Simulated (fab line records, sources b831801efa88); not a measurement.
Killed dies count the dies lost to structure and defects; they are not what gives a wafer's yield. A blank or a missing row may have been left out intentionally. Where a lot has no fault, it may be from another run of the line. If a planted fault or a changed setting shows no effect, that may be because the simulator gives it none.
Struck lot and sound lot, side by side	flow sfq_line	19 steps out of a route of 325
Sound: wafers L811.3, L811.4, L811.5. Struck: wafer L820.1. (L820.4 of the same lot was not struck and is left out.) The cause comes at the end.
For every step that has rows: the tool of each side, followed by ch and its chambers, followed by its first start. Under that, the readings that differ: sound wafers	struck wafers	difference of the means	sigmas: that difference in standard deviations of wafers without a fault.
alike: a reading whose means differ by less than 2 such deviations, as well as words and numbers matching on both sides. not compared: withheld readings; readings where some wafer has no value; bounds like >300 that might hide an equal value; numbers whose values overlap and for which the record gives no deviation.
A row with sigmas, a row that says differs or no value, or rows on one side alone: a step with any of these is where the two part. Numbers that don't overlap but have no deviation are shown without sigmas and don't part them. A reading missing from all wafers of one side parts the sides only when that side holds two or more wafers.

SFQ_M0_OVL_MEAS_906:
  sound on overlay-02 at day 8 09:01; struck on overlay-02 at day 10 22:12
  alike: M0_OVL
SFQ_TRILAYER_M0_BARC_OPEN_METAL_ETCH_031: etches BARC in O2, target depth 125 nm, time 41.7 s.
  sound on rie_metal-04 ch 0, day 8 09:05; struck on rie_metal-04 ch 0, day 10 22:14
reading	sound	struck	difference	sigmas
rf_hours_counter_h (h)	- - -	141	no value on the sound wafers	
  alike: drypump_motor_current_A, oes_product_au
SFQ_TRILAYER_M0_ETCH_METAL_ETCH_024: etches Nb in Cl2/Ar, stops on SiO2, target depth 240 nm, time 120 s.
  sound on rie_metal-04 ch 0, day 8 09:14; struck on rie_metal-04 ch 0, day 10 22:22
reading	sound	struck	difference	sigmas
rf_hours_counter_h (h)	- - -	141	no value on the sound wafers	
  alike: drypump_motor_current_A, oes_product_au
then, 2 steps without rows for these wafers: SFQ_TRILAYER_M0_STRIP_STRIP_025 (strips in O2); SFQ_TRILAYER_M0_STRIP_SOLV_CLEAN_026 (cleans in NMP, time 600 s).
SFQ_TRILAYER_I0_DEP_PECVD_027: deposits SiO2 from SiH4/N2O, time 111.11 s, target thk 500 nm.
  sound on pecvd-01 ch 0,1, day 8 10:47; struck on pecvd-04 ch 0, day 10 23:59
reading	sound	struck	difference	sigmas
throttle_valve_pct (%)	25.2 25.1 24.6	22.6	-2.4	-2
  alike: heater_power_w
then, 1 step without rows for these wafers: SFQ_TRILAYER_I0_CMP_CMP_028 (polishes SiO2).
SFQ_I0_BOW_MEAS_907:
  sound on film_metro-01 at day 8 14:19; struck on film_metro-02 at day 11 05:39
  alike: I0_BOW
SFQ_TRILAYER_I0_METRO_MEASURE_029:
  sound on film_metro-01 at day 8 14:47; struck on film_metro-02 at day 11 05:46
  alike: thk_nm
then, 3 steps without rows for these wafers: SFQ_TRILAYER_I0_VIA_LITHO_COAT_036 (resist thk 62 nm); SFQ_TRILAYER_I0_VIA_LITHO_COAT_031 (resist thk 650 nm); SFQ_TRILAYER_I0_VIA_LITHO_SOFTBAKE_035.
-- the record jumps here: 3 days lie between the struck wafers' starts before and after --
SFQ_TRILAYER_I0_VIA_LITHO_EXPOSE_032: exposes mask I0, target cd 500 nm.
  sound on krf_scanner-01 ch 0, day 10 22:18; struck on krf_scanner-01 ch 0, day 13 23:43
  alike: mask
then, 2 steps without rows for these wafers: SFQ_TRILAYER_I0_VIA_LITHO_PEB_034 (peb time 60 s); SFQ_TRILAYER_I0_VIA_LITHO_DEVELOP_033 (time 60 s).
SFQ_I0_OVL_MEAS_908:
  sound on overlay-02 at day 10 23:25; struck on overlay-02 at day 14 01:13
  alike: I0_OVL
SFQ_TRILAYER_I0_VIA_BARC_OPEN_VIA_ETCH_046: etches BARC in O2, target depth 125 nm, time 41.7 s.
  sound on rie_diel-01 ch 0,2,3, day 10 23:26; struck on rie_diel-01 ch 1, day 14 01:14
reading	sound	struck	difference	sigmas
model.I0.cd_nm (nm)	498.3 499.7 499.9	510.9	+11.6	
  alike: drypump_motor_current_A, oes_product_au
  not compared: rf_hours_counter_h
SFQ_TRILAYER_I0_VIA_ETCH_VIA_ETCH_034: etches SiO2 in CHF3, stops on Nb, target depth 260 nm.
  sound on rie_diel-01 ch 0,2,3, day 10 23:29; struck on rie_diel-01 ch 1, day 14 01:17
reading	sound	struck	difference	sigmas
model.I0.cd_nm (nm)	496.3 500.9 501	509.2	+9.8	
  alike: drypump_motor_current_A, oes_product_au
SFQ_TRILAYER_I0_VIA_STRIP_STRIP_035: strips in O2.
  sound on rie_metal-02 ch 0,1, day 10 23:47; struck on rie_metal-02 ch 1, day 14 01:23
reading	sound	struck	difference	sigmas
rf_hours_counter_h (h)	- - -	35	no value on the sound wafers	
  alike: drypump_motor_current_A, oes_product_au

## WHERE THEY PART
Last at SFQ_TRILAYER_I0_VIA_STRIP_STRIP_035 as far as this record goes, first at SFQ_TRILAYER_M0_BARC_OPEN_METAL_ETCH_031.

WHY: the cause the simulator had injected
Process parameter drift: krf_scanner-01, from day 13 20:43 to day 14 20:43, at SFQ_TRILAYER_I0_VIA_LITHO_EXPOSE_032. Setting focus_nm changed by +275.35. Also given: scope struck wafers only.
